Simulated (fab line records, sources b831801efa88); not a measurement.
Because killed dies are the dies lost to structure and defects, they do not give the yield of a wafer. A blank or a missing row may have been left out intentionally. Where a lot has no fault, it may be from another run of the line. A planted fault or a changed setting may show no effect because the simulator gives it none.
fab line records + flow gf180mcu
[record]
- lots = 6
- wafers = 18
- lastDay = 34
route steps=602 shown V2@398 M3@409
lots that met no fault: from a run of the same line without faults
startH: hours from the record's opening day to when the first of the lot's shown wafers began + waitH: hours since the lot's step before + " same as the row above + L1.1+2: several wafers, shown together as one row + - no value present, or no start provided + * or withheld: withheld + < > ~ a bound
route shown NAME@n: names a module that has steps shown in the file, with the first one's number in the route + usual: the fault-free wafers' mean and standard deviation + same: alike in all rows + chamber/n: place in a boat + sites: per-site readings + _std_site: their standard deviation + _edge_site: inner sites' mean taken away from outer sites' mean + radiusMm: how far each site lies from the wafer's centre + mask NAME#n: copy n + behind: tool/chamber where the wafer was last shaped + hold: the reason the lot was held/the length of the hold in hours/how it ended + device: names the non-switching transistor (n, p or np) + end of line: the route-end tests of the same wafers + step lacking rows: just its recipe + killed: at the first sort, the dies lost to defects and structure; wafer yield is something else + map: a wafer's dies, marking killed ones x, the rest . and places with no die _
set.NAME: the run value of the setting; set.NAME@STEP: its run value at that earlier step + model.NAME: the simulator's own value behind a step, which no gauge read
lots at some steps of the route; a table a step, a row a wafer
services: a tool's chamber out of use, with start hour (startH, from the record's first day; less than 0 if before it), hours out, and reason
[[steps]]
[step GF_V2_ETCH_16]
[recipe]
- chemistry = N2/H2
- targetDepthA = withheld
- overetchA = withheld
- timeS = withheld
- target = BARC
- ionEnergyEv = 200
- sourceW = 500
- biasW = 100
- pressureMtorr = 30
- n2FlowSccm = 100
- h2FlowSccm = 200
[step GF_V2_ETCH_17]
[recipe]
- chemistry = C4F8/O2/Ar
- maskMaterial = KrF
- target = SiO2
- stopOn = TiN
- sourceW = 1500
- biasW = 1200
- pressureMtorr = 40
- c4f8FlowSccm = withheld
- O2_flow_sccm = 6
- Ar_flow_sccm = 300
- timeS = withheld
- targetDepthA = 6300
[usual]
- oesProductAu = 0.865/0.0044
| lot.wafer | tool       | chamber | startH | waitH | oesProductAu |
|-----------|------------|---------|--------|-------|--------------|
| L332.2    | rieDiel-04 | 1       | -      | -     | 0.865        |
| L332.3    | "          | 3       | "      | "     | 0.873        |
| L332.4    | "          | 3       | "      | "     | 0.867        |
| L346.1    | rieDiel-01 | 2       | -      | -     | 0.871        |
| L346.2    | "          | 0       | "      | "     | 0.865        |
| L346.4    | "          | 3       | "      | "     | 0.862        |
| L347.2    | rieDiel-01 | 0       | -      | -     | 0.867        |
| L347.4    | "          | 3       | "      | "     | 0.866        |
| L347.6    | "          | 0       | "      | "     | 0.857        |
| L349.1    | rieDiel-01 | 3       | -      | -     | 0.868        |
| L349.4    | "          | 0       | "      | "     | 0.863        |
| L349.6    | "          | 2       | "      | "     | 0.856        |
| L353.1    | rieDiel-04 | 3       | -      | -     | 0.861        |
| L353.4    | "          | 1       | "      | "     | 0.866        |
| L353.6    | "          | 1       | "      | "     | 0.858        |
| L354.2    | rieDiel-01 | 2       | -      | -     | 0.862        |
| L354.4    | "          | 0       | "      | "     | 0.870        |
| L354.5    | "          | 0       | "      | "     | 0.863        |
[step GF_V2_STRIP_18]
[recipe]
- chemistry = O2/N2
- powerW = 1400
- pressureMtorr = 1500
- platenTempC = 250
- o2FlowSccm = 3000
- n2FlowSccm = 300
- overashFraction = 0.5
[step GF_V2_STRIP_19]
[recipe]
- chemistry = postEtchResidueRemover
- timeS = 1200
- tempC = 72.5
[step GF_V2_CLEAN_20]
[recipe]
- chemistry = DIW
- dry = n2Spin
[step GF_V2_SPUTTER_21]
[recipe]
- material = Ti
- targetThkNm = 15
- chamberPressurePa = 5
- powerW = 2500
- substrateTempC = 200
- timeS = 80.02
[usual]
- throttleValvePct = 29.7/1.3
[same]
- timeS = 80.02
| lot.wafer | tool          | chamber | startH | waitH | throttleValvePct |
|-----------|---------------|---------|--------|-------|------------------|
| L332.2    | pvdSputter-02 | -       | 470.94 | 0.0   | 27.6             |
| L332.3    | "             | -       | "      | "     | 29.6             |
| L332.4    | "             | -       | "      | "     | 27.5             |
| L346.1    | pvdSputter-02 | -       | 592.56 | 0.0   | 27.7             |
| L346.2    | "             | -       | "      | "     | 27.7             |
| L346.4    | "             | -       | "      | "     | 29.7             |
| L347.2    | pvdSputter-02 | -       | 600.63 | 0.0   | 27.9             |
| L347.4    | "             | -       | "      | "     | 31.0             |
| L347.6    | "             | -       | "      | "     | 31.1             |
| L349.1    | pvdSputter-01 | -       | 616.52 | 0.0   | 30.7             |
| L349.4    | "             | -       | "      | "     | 31.2             |
| L349.6    | "             | -       | "      | "     | 29.4             |
| L353.1    | pvdSputter-03 | -       | 643.74 | 0.0   | 29.5             |
| L353.4    | "             | -       | "      | "     | 30.6             |
| L353.6    | "             | -       | "      | "     | 30.7             |
| L354.2    | pvdSputter-02 | -       | 649.09 | 0.0   | 28.0             |
| L354.4    | "             | -       | "      | "     | 29.9             |
| L354.5    | "             | -       | "      | "     | 27.8             |
[step GF_V2_SPUTTER_22]
[recipe]
- material = TiN
- targetThkNm = 10
- chamberPressurePa = 5
- powerW = 4000
- timeS = 40
[step GF_V2_CVD_23]
[recipe]
- material = W
- targetThkNm = 350
- timeS = 104.94
- tempC = 400
- pressureTorr = 40
[usual]
- heaterPowerW = 834/77
[same]
- timeS = 104.94
| lot.wafer | tool    | chamber | startH | waitH | heaterPowerW |
|-----------|---------|---------|--------|-------|--------------|
| L332.2    | cvdW-01 | 1       | 471.04 | 0.0   | 923          |
| L332.3    | "       | 1       | "      | "     | 923          |
| L332.4    | "       | 0       | "      | "     | 824          |
| L346.1    | cvdW-02 | 1       | 592.66 | 0.0   | 790          |
| L346.2    | "       | 0       | "      | "     | 771          |
| L346.4    | "       | 1       | "      | "     | 769          |
| L347.2    | cvdW-01 | 1       | 600.77 | 0.1   | 940          |
| L347.4    | "       | 1       | "      | "     | 928          |
| L347.6    | "       | 1       | "      | "     | 913          |
| L349.1    | cvdW-01 | 1       | 616.62 | 0.0   | 935          |
| L349.4    | "       | 1       | "      | "     | 895          |
| L349.6    | "       | 1       | "      | "     | 932          |
| L353.1    | cvdW-01 | 1       | 643.84 | 0.0   | 926          |
| L353.4    | "       | 1       | "      | "     | 934          |
| L353.6    | "       | 1       | "      | "     | 913          |
| L354.2    | cvdW-02 | 1       | 649.19 | 0.0   | 761          |
| L354.4    | "       | 1       | "      | "     | 773          |
| L354.5    | "       | 0       | "      | "     | 759          |
[step GF_V2_RS_MEAS_24]
[recipe]
- thkMeasGauge = four-point-probe
- reads = W_of_V2_CVD_23+TiN_of_V2_SPUTTER_22+Ti_of_V2_SPUTTER_21
[usual]
- V2_W_RS = 0.331/0.0032
| lot.wafer | tool         | chamber | startH | waitH | V2_W_RS[ohm/sq] |
|-----------|--------------|---------|--------|-------|-----------------|
| L332.2    | filmMetro-03 | -       | 471.17 | 0.1   | 0.328           |
| L332.3    | "            | -       | "      | "     | 0.329           |
| L332.4    | "            | -       | "      | "     | 0.335           |
| L346.1    | filmMetro-02 | -       | 592.77 | 0.1   | 0.332           |
| L346.2    | "            | -       | "      | "     | 0.334           |
| L346.4    | "            | -       | "      | "     | 0.335           |
| L347.2    | filmMetro-03 | -       | 600.97 | 0.2   | 0.334           |
| L347.4    | "            | -       | "      | "     | 0.331           |
| L347.6    | "            | -       | "      | "     | 0.332           |
| L349.1    | filmMetro-02 | -       | 616.84 | 0.2   | 0.335           |
| L349.4    | "            | -       | "      | "     | 0.336           |
| L349.6    | "            | -       | "      | "     | 0.332           |
| L353.1    | filmMetro-02 | -       | 644.06 | 0.2   | 0.332           |
| L353.4    | "            | -       | "      | "     | 0.332           |
| L353.6    | "            | -       | "      | "     | 0.332           |
| L354.2    | filmMetro-03 | -       | 649.35 | 0.1   | 0.326           |
| L354.4    | "            | -       | "      | "     | 0.327           |
| L354.5    | "            | -       | "      | "     | 0.329           |
[step GF_V2_THK_MEAS_25]
[recipe]
- thkMeasGauge = xrf
- reads = W_of_V2_CVD_23
[usual]
- V2_W_THK = 340/4.8
| lot.wafer | tool         | chamber | startH | waitH | V2_W_THK[nm] |
|-----------|--------------|---------|--------|-------|--------------|
| L332.2    | filmMetro-03 | -       | 471.28 | 0.1   | 346          |
| L332.3    | "            | -       | "      | "     | 344          |
| L332.4    | "            | -       | "      | "     | 340          |
| L346.1    | filmMetro-02 | -       | 592.89 | 0.1   | 340          |
| L346.2    | "            | -       | "      | "     | 336          |
| L346.4    | "            | -       | "      | "     | 334          |
| L347.2    | filmMetro-03 | -       | 601.08 | 0.1   | 344          |
| L347.4    | "            | -       | "      | "     | 345          |
| L347.6    | "            | -       | "      | "     | 343          |
| L349.1    | filmMetro-02 | -       | 616.96 | 0.1   | 334          |
| L349.4    | "            | -       | "      | "     | 333          |
| L349.6    | "            | -       | "      | "     | 337          |
| L353.1    | filmMetro-02 | -       | 644.18 | 0.1   | 336          |
| L353.4    | "            | -       | "      | "     | 334          |
| L353.6    | "            | -       | "      | "     | 333          |
| L354.2    | filmMetro-03 | -       | 649.46 | 0.1   | 346          |
| L354.4    | "            | -       | "      | "     | 347          |
| L354.5    | "            | -       | "      | "     | 345          |
[step GF_V2_CMP_26]
[recipe]
- stopOn = SiO2
- downForcePsi = 3.5
- platenRpm = 60
- tOverpolishS = 15
- targetThkNm = 0
- padVelocityMS = 0.94248
[usual]
- headPressurePsi = 3.501/0.0077
- motorCurrentA = 11.2/0.98
- overpolishRunS = 14.999/0.0086
- timeToEndpointS = 84.1/2.8
| lot.wafer | tool   | chamber | startH | waitH | headPressurePsi | motorCurrentA | overpolishRunS | timeToEndpointS |
|-----------|--------|---------|--------|-------|-----------------|---------------|----------------|-----------------|
| L332.3    | cmp-02 | 3       | 471.38 | 0.1   | 3.501           | 12.3          | 14.993         | 83.1            |
| L332.2    | "      | 0       | "      | "     | 3.499           | 10.0          | 15.010         | 82.7            |
| L332.4    | "      | 1       | "      | "     | 3.505           | 12.2          | 14.998         | 84.0            |
| L346.1    | cmp-02 | 1       | 592.95 | 0.1   | 3.513           | 11.8          | 14.985         | 87.3            |
| L346.4    | "      | 2       | "      | "     | 3.500           | 11.7          | 15.004         | 84.7            |
| L346.2    | "      | 3       | "      | "     | 3.500           | 11.5          | 14.985         | 86.8            |
| L347.2    | cmp-02 | 2       | 601.13 | 0.0   | 3.507           | 11.3          | 14.996         | 85.0            |
| L347.4    | "      | 1       | "      | "     | 3.498           | 11.3          | 15.001         | 89.9            |
| L347.6    | "      | 3       | "      | "     | 3.497           | 11.7          | 14.994         | 86.4            |
| L349.1    | cmp-02 | 1       | 617.07 | 0.1   | 3.503           | 11.9          | 15.006         | 87.1            |
| L349.4    | "      | 3       | "      | "     | 3.506           | 11.4          | 15.010         | 85.2            |
| L349.6    | "      | 0       | "      | "     | 3.514           | 10.2          | 15.008         | 86.9            |
| L353.1    | cmp-02 | 1       | 644.29 | 0.1   | 3.501           | 11.3          | 15.016         | 88.0            |
| L353.4    | "      | 3       | "      | "     | 3.501           | 11.3          | 14.997         | 85.7            |
| L353.6    | "      | 1       | "      | "     | 3.496           | 11.7          | 15.011         | 86.8            |
| L354.4    | cmp-02 | 1       | 649.51 | 0.0   | 3.501           | 11.4          | 14.995         | 87.0            |
| L354.2    | "      | 3       | "      | "     | 3.495           | 12.2          | 14.992         | 86.2            |
| L354.5    | "      | 2       | "      | "     | 3.487           | 11.2          | 15.006         | 82.9            |
[step GF_M3_SPUTTER_00]
[recipe]
- material = Ti
- targetThkNm = 37.5
- arrivingIonEnergyEv = 80
- substrateTempC = 200
- chamberPressurePa = 2
- powerW = 4000
- timeS = 150
[usual]
- throttleValvePct = 29.8/1.1
[same]
- timeS = 150
| lot.wafer | tool          | chamber | startH | waitH | throttleValvePct |
|-----------|---------------|---------|--------|-------|------------------|
| L332.2    | pvdSputter-04 | -       | 471.63 | 0.1   | 30.5             |
| L332.3    | "             | -       | "      | "     | 30.7             |
| L332.4    | "             | -       | "      | "     | 29.0             |
| L346.1    | pvdSputter-01 | -       | 593.25 | 0.2   | 29.2             |
| L346.2    | "             | -       | "      | "     | 31.2             |
| L346.4    | "             | -       | "      | "     | 28.6             |
| L347.2    | pvdSputter-01 | -       | 601.43 | 0.2   | 31.2             |
| L347.4    | "             | -       | "      | "     | 30.7             |
| L347.6    | "             | -       | "      | "     | 28.9             |
| L349.1    | pvdSputter-01 | -       | 617.32 | 0.2   | 31.2             |
| L349.4    | "             | -       | "      | "     | 28.9             |
| L349.6    | "             | -       | "      | "     | 30.7             |
| L353.1    | pvdSputter-02 | -       | 644.54 | 0.2   | 29.6             |
| L353.4    | "             | -       | "      | "     | 27.8             |
| L353.6    | "             | -       | "      | "     | 29.6             |
| L354.2    | pvdSputter-04 | -       | 649.81 | 0.1   | 30.6             |
| L354.4    | "             | -       | "      | "     | 29.3             |
| L354.5    | "             | -       | "      | "     | 30.5             |
[step GF_M3_SPUTTER_01]
[recipe]
- material = TiN
- targetThkNm = 30
- powerW = 6500
- timeS = 25
- chamberPressurePa = 0.4
[usual]
- throttleValvePct = 29.9/1.1
| lot.wafer | tool          | chamber | startH | waitH | throttleValvePct | model.TiN_of_M3_SPUTTER_01.thkNm |
|-----------|---------------|---------|--------|-------|------------------|----------------------------------|
| L332.2    | pvdSputter-04 | -       | 471.73 | 0.1   | 30.5             | 29.65                            |
| L332.3    | "             | -       | "      | "     | 30.4             | 29.68                            |
| L332.4    | "             | -       | "      | "     | 29.1             | 30.28                            |
| L346.1    | pvdSputter-01 | -       | 593.35 | 0.1   | 29.3             | 29.56                            |
| L346.2    | "             | -       | "      | "     | 31.4             | 30                               |
| L346.4    | "             | -       | "      | "     | 28.8             | 29.79                            |
| L347.2    | pvdSputter-01 | -       | 601.53 | 0.1   | 31.3             | 19.62                            |
| L347.4    | "             | -       | "      | "     | 30.8             | 19.42                            |
| L347.6    | "             | -       | "      | "     | 28.8             | 19.08                            |
| L349.1    | pvdSputter-01 | -       | 617.42 | 0.1   | 31.4             | 19.03                            |
| L349.4    | "             | -       | "      | "     | 29.0             | 18.9                             |
| L349.6    | "             | -       | "      | "     | 31.1             | 19.09                            |
| L353.1    | pvdSputter-02 | -       | 644.64 | 0.1   | 29.8             | 30.35                            |
| L353.4    | "             | -       | "      | "     | 27.7             | 30.2                             |
| L353.6    | "             | -       | "      | "     | 29.9             | 30.17                            |
| L354.2    | pvdSputter-04 | -       | 649.91 | 0.1   | 30.7             | 29.9                             |
| L354.4    | "             | -       | "      | "     | 29.3             | 30.29                            |
| L354.5    | "             | -       | "      | "     | 30.6             | 30.19                            |
[step GF_M3_SPUTTER_02]
[recipe]
- material = AlCu
- targetThkNm = 450
- powerW = 10600
- timeS = 23.9
- chamberPressurePa = 0.4
[[services]]
| tool          | chamber | startH | hours | kind                  |
|---------------|---------|--------|-------|-----------------------|
| cvdW-02       | 0       | 451.61 | 23.9  | repair                |
| cmp-02        | -       | 457.84 | 0.5   | repair                |
| rieDiel-01    | 3       | 468.66 | 11.3  | repair                |
| rieDiel-04    | 0       | 468.87 | 4.5   | repair                |
| pvdSputter-03 | -       | 484.16 | 2.4   | repair                |
| pvdSputter-01 | 0       | 484.34 | -     | consumableReplace:kit |
| pvdSputter-01 | 0       | 484.34 | 18.0  | scheduledDown         |
| pvdSputter-01 | 0       | 484.34 | 18.0  | ventCycle             |
| rieDiel-01    | 2       | 485.68 | 5.4   | repair                |
| rieDiel-04    | 0       | 502.72 | 5.6   | repair                |
| cmp-02        | -       | 528.63 | 4.0   | pm                    |
| cvdW-02       | -       | 542.16 | 14.6  | pm                    |
| pvdSputter-02 | -       | 553.64 | 2.9   | repair                |
| pvdSputter-04 | -       | 560.63 | 0.9   | repair                |
| pvdSputter-03 | -       | 577.02 | 4.0   | repair                |
| cvdW-01       | 0       | 580.57 | 103.0 | repair                |
| pvdSputter-01 | -       | 590.01 | 0.7   | repair                |
| rieDiel-04    | -       | 590.71 | 15.6  | pm                    |
| cmp-02        | -       | 594.11 | 4.5   | repair                |
| cmp-02        | -       | 605.74 | 1.1   | repair                |
| rieDiel-04    | 2       | 620.54 | 4.0   | repair                |
| rieDiel-04    | 2       | 632.51 | 3.1   | repair                |
| pvdSputter-01 | -       | 643.36 | 3.2   | repair                |
| rieDiel-04    | 2       | 645.97 | 15.5  | repair                |
[[key]]
firstSign none at tools or gauges
[modelEffect]
- step = GF_M3_SPUTTER_01
- value = TiN_of_M3_SPUTTER_01.thkNm
- without = 29.88
- struck = 19.19
metAt GF_M3_SPUTTER_01
struckWafers L347.2,L347.4,L347.6,L349.1,L349.4,L349.6
onsetBetween 593.35 601.53
alsoFits GF_M3_SPUTTER_00:pvdSputter-01
[fault]
- kind = processParameterDrift
- tool = pvdSputter-01
- chamber = -
- onsetH = 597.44
- steps = GF_M3_SPUTTER_01
- channel = targetThkNm
- offset = -10.694
- shape = step
- endH = 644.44
- actsIn = theseRecipesOnly
- stated = 30
